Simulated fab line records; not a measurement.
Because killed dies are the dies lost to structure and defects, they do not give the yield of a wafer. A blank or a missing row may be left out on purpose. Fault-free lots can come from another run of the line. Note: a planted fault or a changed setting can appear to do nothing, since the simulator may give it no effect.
What tool caused it? || flow sky130 || 11 lots with 33 wafers sampled at 6 steps, on a route of 708 steps

WHAT THE GAUGES SHOWED, per wafer
SKY_CONTACT_THK_MEAS_03.
{"lot": "L636", "measured": "day 30 16:21", "on": "filmMetro-01", "CONTACT_HDPCVD_THK (nm)": "566 566 571"}
{"lot": "L637", "measured": "day 31 13:19", "on": "filmMetro-04", "CONTACT_HDPCVD_THK (nm)": "562 555 555"}
{"lot": "L639", "measured": "day 31 20:46", "on": "filmMetro-03", "CONTACT_HDPCVD_THK (nm)": "558 555 553"}
{"lot": "L642", "measured": "day 32 18:23", "on": "filmMetro-01", "CONTACT_HDPCVD_THK (nm)": "573 455 572"}
{"lot": "L650", "measured": "day 35 15:16", "on": "filmMetro-03", "CONTACT_HDPCVD_THK (nm)": "566 569 568"}
{"lot": "L651", "measured": "day 36 03:44", "on": "filmMetro-04", "CONTACT_HDPCVD_THK (nm)": "572 562 566"}
{"lot": "L652", "measured": "day 36 22:23", "on": "filmMetro-03", "CONTACT_HDPCVD_THK (nm)": "566 573 563"}
{"lot": "L654", "measured": "day 37 00:19", "on": "filmMetro-03", "CONTACT_HDPCVD_THK (nm)": "566 565 567"}
{"lot": "L655", "measured": "day 37 01:45", "on": "filmMetro-03", "CONTACT_HDPCVD_THK (nm)": "571 571 576"}
{"lot": "L656", "measured": "day 37 10:20", "on": "filmMetro-04", "CONTACT_HDPCVD_THK (nm)": "564 570 565"}
{"lot": "L658", "measured": "day 37 21:59", "on": "filmMetro-01", "CONTACT_HDPCVD_THK (nm)": "566 564 566"}

SKY_CONTACT_CD_MEAS_14: target cd 170 nm.
{"lot": "L636", "measured": "day 31 20:24", "on": "cdSem-01", "cdNm (nm)": "167.3 167.9 169.0"}
{"lot": "L637", "measured": "day 32 17:26", "on": "cdSem-01", "cdNm (nm)": "172.0 171.6 171.5"}
{"lot": "L639", "measured": "day 33 00:58", "on": "cdSem-02", "cdNm (nm)": "170.2 170.9 171.0"}
{"lot": "L642", "measured": "day 33 21:59", "on": "cdSem-01", "cdNm (nm)": "170.5 168.7 170.5"}
{"lot": "L650", "measured": "day 36 18:16", "on": "cdSem-02", "cdNm (nm)": "169.4 169.8 167.9"}
{"lot": "L651", "measured": "day 37 07:07", "on": "cdSem-01", "cdNm (nm)": "171.2 172.8 171.8"}
{"lot": "L652", "measured": "day 38 00:35", "on": "cdSem-02", "cdNm (nm)": "169.3 168.2 168.2"}
{"lot": "L654", "measured": "day 38 02:56", "on": "cdSem-01", "cdNm (nm)": "171.6 172.1 172.3"}
{"lot": "L655", "measured": "day 38 03:53", "on": "cdSem-01", "cdNm (nm)": "169.3 171.3 171.6"}
{"lot": "L656", "measured": "day 38 12:35", "on": "cdSem-02", "cdNm (nm)": "171.8 169.2 169.0"}
{"lot": "L658", "measured": "day 38 23:40", "on": "cdSem-02", "cdNm (nm)": "169.9 169.2 169.9"}

TOOL THAT RAN EACH LOT (tool first, then ch and the chambers of the sampled wafers, then the start)
{"lot": "L636", "SKY_SD_N_RTA_14": "rtpAnneal-02 ch 0, day 28 04:11", "SKY_LI_CONTACT_SPUTTER_19": "pvdSputter-01, day 29 10:07", "SKY_CONTACT_HDPCVD_02": "hdpcvd-02 ch 0,1, day 30 16:15", "SKY_CONTACT_CMP_04": "cmp-01 ch 0,1, day 30 16:28"}
{"lot": "L637", "SKY_SD_N_RTA_14": "rtpAnneal-01 ch 0, day 29 02:40", "SKY_LI_CONTACT_SPUTTER_19": "pvdSputter-01, day 30 08:09", "SKY_CONTACT_HDPCVD_02": "hdpcvd-02 ch 0,1,2, day 31 13:16", "SKY_CONTACT_CMP_04": "cmp-02 ch 0,1,3, day 31 13:30"}
{"lot": "L639", "SKY_SD_N_RTA_14": "rtpAnneal-01 ch 0, day 29 09:16", "SKY_LI_CONTACT_SPUTTER_19": "pvdSputter-04, day 30 14:58", "SKY_CONTACT_HDPCVD_02": "hdpcvd-01 ch 0,2, day 31 20:40", "SKY_CONTACT_CMP_04": "cmp-02 ch 0,3, day 31 20:48"}
{"lot": "L642", "SKY_SD_N_RTA_14": "rtpAnneal-02 ch 0, day 30 07:38", "SKY_LI_CONTACT_SPUTTER_19": "pvdSputter-01, day 31 12:43", "SKY_CONTACT_HDPCVD_02": "hdpcvd-02 ch 1,2, day 32 18:19", "SKY_CONTACT_CMP_04": "cmp-02 ch 1,3, day 32 18:27"}
{"lot": "L650", "SKY_SD_N_RTA_14": "rtpAnneal-02 ch 0, day 33 05:29", "SKY_LI_CONTACT_SPUTTER_19": "pvdSputter-01, day 34 09:59", "SKY_CONTACT_HDPCVD_02": "hdpcvd-02 ch 0,1, day 35 15:10", "SKY_CONTACT_CMP_04": "cmp-01 ch 0,1,2, day 35 15:35"}
{"lot": "L651", "SKY_SD_N_RTA_14": "rtpAnneal-01 ch 0, day 33 16:58", "SKY_LI_CONTACT_SPUTTER_19": "pvdSputter-02, day 34 22:04", "SKY_CONTACT_HDPCVD_02": "hdpcvd-02 ch 0,2, day 36 03:40", "SKY_CONTACT_CMP_04": "cmp-01 ch 1,2,3, day 36 03:54"}
{"lot": "L652", "SKY_SD_N_RTA_14": "rtpAnneal-02 ch 0, day 34 13:04", "SKY_LI_CONTACT_SPUTTER_19": "pvdSputter-02, day 35 17:25", "SKY_CONTACT_HDPCVD_02": "hdpcvd-02 ch 0,1, day 36 22:17", "SKY_CONTACT_CMP_04": "cmp-02 ch 0,1, day 36 22:28"}
{"lot": "L654", "SKY_SD_N_RTA_14": "rtpAnneal-02 ch 0, day 34 15:08", "SKY_LI_CONTACT_SPUTTER_19": "pvdSputter-02, day 35 19:56", "SKY_CONTACT_HDPCVD_02": "hdpcvd-02 ch 0,2, day 37 00:14", "SKY_CONTACT_CMP_04": "cmp-01 ch 0,2,3, day 37 00:22"}
{"lot": "L655", "SKY_SD_N_RTA_14": "rtpAnneal-01 ch 0, day 34 16:21", "SKY_LI_CONTACT_SPUTTER_19": "pvdSputter-01, day 35 20:55", "SKY_CONTACT_HDPCVD_02": "hdpcvd-02 ch 1,2, day 37 01:40", "SKY_CONTACT_CMP_04": "cmp-02 ch 0,1,2, day 37 01:50"}
{"lot": "L656", "SKY_SD_N_RTA_14": "rtpAnneal-02 ch 0, day 35 02:15", "SKY_LI_CONTACT_SPUTTER_19": "pvdSputter-02, day 36 06:07", "SKY_CONTACT_HDPCVD_02": "hdpcvd-01 ch 0,1,2, day 37 10:16", "SKY_CONTACT_CMP_04": "cmp-02 ch 0,1,2, day 37 10:23"}
{"lot": "L658", "SKY_SD_N_RTA_14": "rtpAnneal-02 ch 0, day 35 14:34", "SKY_LI_CONTACT_SPUTTER_19": "pvdSputter-04, day 36 18:14", "SKY_CONTACT_HDPCVD_02": "hdpcvd-01 ch 0,1,2, day 37 21:55", "SKY_CONTACT_CMP_04": "cmp-01 ch 0,1,2, day 37 22:02"}
- SKY_SD_N_RTA_14: time 2 s.
- SKY_LI_CONTACT_SPUTTER_19: material Ti, target thk 20 nm, time 106.37 s.
- SKY_CONTACT_HDPCVD_02: deposits SiO2, target thk 565 nm, time 94.2 s.
- SKY_CONTACT_CMP_04: polishes SiO2.

AS READ BY THE TOOLS THEMSELVES (means over the sampled wafers that have a number; for cases with no such wafer, the mark the record gives instead)
SKY_SD_N_RTA_14.
{"lot": "L636", "tool": "rtpAnneal-02", "lampPowerPct (%)": 15.76, "wafer_temp_C_max": 1078.7}
{"lot": "L637", "tool": "rtpAnneal-01", "lampPowerPct (%)": 15.70, "wafer_temp_C_max": 1077.2}
{"lot": "L639", "tool": "rtpAnneal-01", "lampPowerPct (%)": 15.71, "wafer_temp_C_max": 1079.4}
{"lot": "L642", "tool": "rtpAnneal-02", "lampPowerPct (%)": 15.76, "wafer_temp_C_max": 1078.3}
{"lot": "L650", "tool": "rtpAnneal-02", "lampPowerPct (%)": 15.77, "wafer_temp_C_max": 1078.5}
{"lot": "L651", "tool": "rtpAnneal-01", "lampPowerPct (%)": 15.68, "wafer_temp_C_max": 1078.0}
{"lot": "L652", "tool": "rtpAnneal-02", "lampPowerPct (%)": 15.71, "wafer_temp_C_max": 1078.8}
{"lot": "L654", "tool": "rtpAnneal-02", "lampPowerPct (%)": 15.70, "wafer_temp_C_max": 1077.6}
{"lot": "L655", "tool": "rtpAnneal-01", "lampPowerPct (%)": 15.75, "wafer_temp_C_max": 1077.1}
{"lot": "L656", "tool": "rtpAnneal-02", "lampPowerPct (%)": 15.73, "wafer_temp_C_max": 1078.5}
{"lot": "L658", "tool": "rtpAnneal-02", "lampPowerPct (%)": 15.67, "wafer_temp_C_max": 1077.0}

SKY_LI_CONTACT_SPUTTER_19.
{"lot": "L636", "tool": "pvdSputter-01", "throttleValvePct (%)": 29.9}
{"lot": "L637", "tool": "pvdSputter-01", "throttleValvePct (%)": 29.4}
{"lot": "L639", "tool": "pvdSputter-04", "throttleValvePct (%)": 31.7}
{"lot": "L642", "tool": "pvdSputter-01", "throttleValvePct (%)": 29.7}
{"lot": "L650", "tool": "pvdSputter-01", "throttleValvePct (%)": 29.8}
{"lot": "L651", "tool": "pvdSputter-02", "throttleValvePct (%)": 28.9}
{"lot": "L652", "tool": "pvdSputter-02", "throttleValvePct (%)": 29.0}
{"lot": "L654", "tool": "pvdSputter-02", "throttleValvePct (%)": 29.5}
{"lot": "L655", "tool": "pvdSputter-01", "throttleValvePct (%)": 29.7}
{"lot": "L656", "tool": "pvdSputter-02", "throttleValvePct (%)": 29.2}
{"lot": "L658", "tool": "pvdSputter-04", "throttleValvePct (%)": 31.8}

SKY_CONTACT_HDPCVD_02.
{"lot": "L636", "tool": "hdpcvd-02", "pressureMtorr (mTorr)": 6.012, "sih4FlowSccm (sccm)": 60.05}
{"lot": "L637", "tool": "hdpcvd-02", "pressureMtorr (mTorr)": 5.996, "sih4FlowSccm (sccm)": 59.93}
{"lot": "L639", "tool": "hdpcvd-01", "pressureMtorr (mTorr)": 5.987, "sih4FlowSccm (sccm)": 59.99}
{"lot": "L642", "tool": "hdpcvd-02", "pressureMtorr (mTorr)": 6.002, "sih4FlowSccm (sccm)": 55.97}
{"lot": "L650", "tool": "hdpcvd-02", "pressureMtorr (mTorr)": 6.000, "sih4FlowSccm (sccm)": 59.91}
{"lot": "L651", "tool": "hdpcvd-02", "pressureMtorr (mTorr)": 6.008, "sih4FlowSccm (sccm)": 59.92}
{"lot": "L652", "tool": "hdpcvd-02", "pressureMtorr (mTorr)": 6.019, "sih4FlowSccm (sccm)": 59.90}
{"lot": "L654", "tool": "hdpcvd-02", "pressureMtorr (mTorr)": 5.991, "sih4FlowSccm (sccm)": 59.96}
{"lot": "L655", "tool": "hdpcvd-02", "pressureMtorr (mTorr)": 6.003, "sih4FlowSccm (sccm)": 59.93}
{"lot": "L656", "tool": "hdpcvd-01", "pressureMtorr (mTorr)": 6.007, "sih4FlowSccm (sccm)": 59.99}
{"lot": "L658", "tool": "hdpcvd-01", "pressureMtorr (mTorr)": 6.007, "sih4FlowSccm (sccm)": 59.87}

SKY_CONTACT_CMP_04.
{"lot": "L636", "tool": "cmp-01", "motorCurrentA (A)": 11.9, "retainingRingPressureFrac": 1.000, "slurryFilterDpKPa (kPa)": 13.54, "timeToEndpointS (s)": 77}
{"lot": "L637", "tool": "cmp-02", "motorCurrentA (A)": 12.3, "retainingRingPressureFrac": 0.997, "slurryFilterDpKPa (kPa)": 13.43, "timeToEndpointS (s)": 79}
{"lot": "L639", "tool": "cmp-02", "motorCurrentA (A)": 13.1, "retainingRingPressureFrac": 0.998, "slurryFilterDpKPa (kPa)": 13.41, "timeToEndpointS (s)": 76}
{"lot": "L642", "tool": "cmp-02", "motorCurrentA (A)": 12.4, "retainingRingPressureFrac": 0.998, "slurryFilterDpKPa (kPa)": 13.52, "timeToEndpointS (s)": 70}
{"lot": "L650", "tool": "cmp-01", "motorCurrentA (A)": 12.3, "retainingRingPressureFrac": 0.999, "slurryFilterDpKPa (kPa)": 13.48, "timeToEndpointS (s)": 85}
{"lot": "L651", "tool": "cmp-01", "motorCurrentA (A)": 11.9, "retainingRingPressureFrac": 0.996, "slurryFilterDpKPa (kPa)": 13.55, "timeToEndpointS (s)": 79}
{"lot": "L652", "tool": "cmp-02", "motorCurrentA (A)": 13.4, "retainingRingPressureFrac": 1.007, "slurryFilterDpKPa (kPa)": 13.48, "timeToEndpointS (s)": 81}
{"lot": "L654", "tool": "cmp-01", "motorCurrentA (A)": 12.1, "retainingRingPressureFrac": 1.002, "slurryFilterDpKPa (kPa)": 13.47, "timeToEndpointS (s)": 81}
{"lot": "L655", "tool": "cmp-02", "motorCurrentA (A)": 12.6, "retainingRingPressureFrac": 1.004, "slurryFilterDpKPa (kPa)": 13.63, "timeToEndpointS (s)": 85}
{"lot": "L656", "tool": "cmp-02", "motorCurrentA (A)": 12.6, "retainingRingPressureFrac": 0.996, "slurryFilterDpKPa (kPa)": 13.36, "timeToEndpointS (s)": 80}
{"lot": "L658", "tool": "cmp-01", "motorCurrentA (A)": 12.5, "retainingRingPressureFrac": 1.001, "slurryFilterDpKPa (kPa)": 13.48, "timeToEndpointS (s)": 82}

THE ANSWER, worked out from the rows above alone
Rule: what is usual is taken from the lots themselves. Put in order of their means at a reading, lots are off if they are a third of the lots or fewer, leave a main group of 4 or more, and stand apart from it by a gap of 3 or more times the standard deviation of the main group's means; of several such gaps the widest counts. If all means in a main group match to the digits the tables above print for the reading, that group is not used. A lot without any number at a reading at which 4 lots or more have one is off too. The other lots that the step has rows for count as sound. After the gauges, taken in route order, come the tools' own readings; for these a lot's mean is taken, as printed above. The first step at which some lot is off is used, and at that step the reading that is off furthest; a lot without a number counts as furthest.
Off: L642, at SKY_CONTACT_THK_MEAS_03 (CONTACT_HDPCVD_THK). For the main group the mean is 565 nm and the standard deviation 4.9.
A tool fits if, at a process step before that reading, it ran every lot that is off, and no sound lot after the first of them. The gauges at SKY_CONTACT_THK_MEAS_03 aren't tried: what is off there is off at SKY_CONTACT_HDPCVD_02 too, on other tools, and a gauge's error can't cause that. No candidate that was tried fits.

WHAT WAS PUT IN BY THE SIMULATOR
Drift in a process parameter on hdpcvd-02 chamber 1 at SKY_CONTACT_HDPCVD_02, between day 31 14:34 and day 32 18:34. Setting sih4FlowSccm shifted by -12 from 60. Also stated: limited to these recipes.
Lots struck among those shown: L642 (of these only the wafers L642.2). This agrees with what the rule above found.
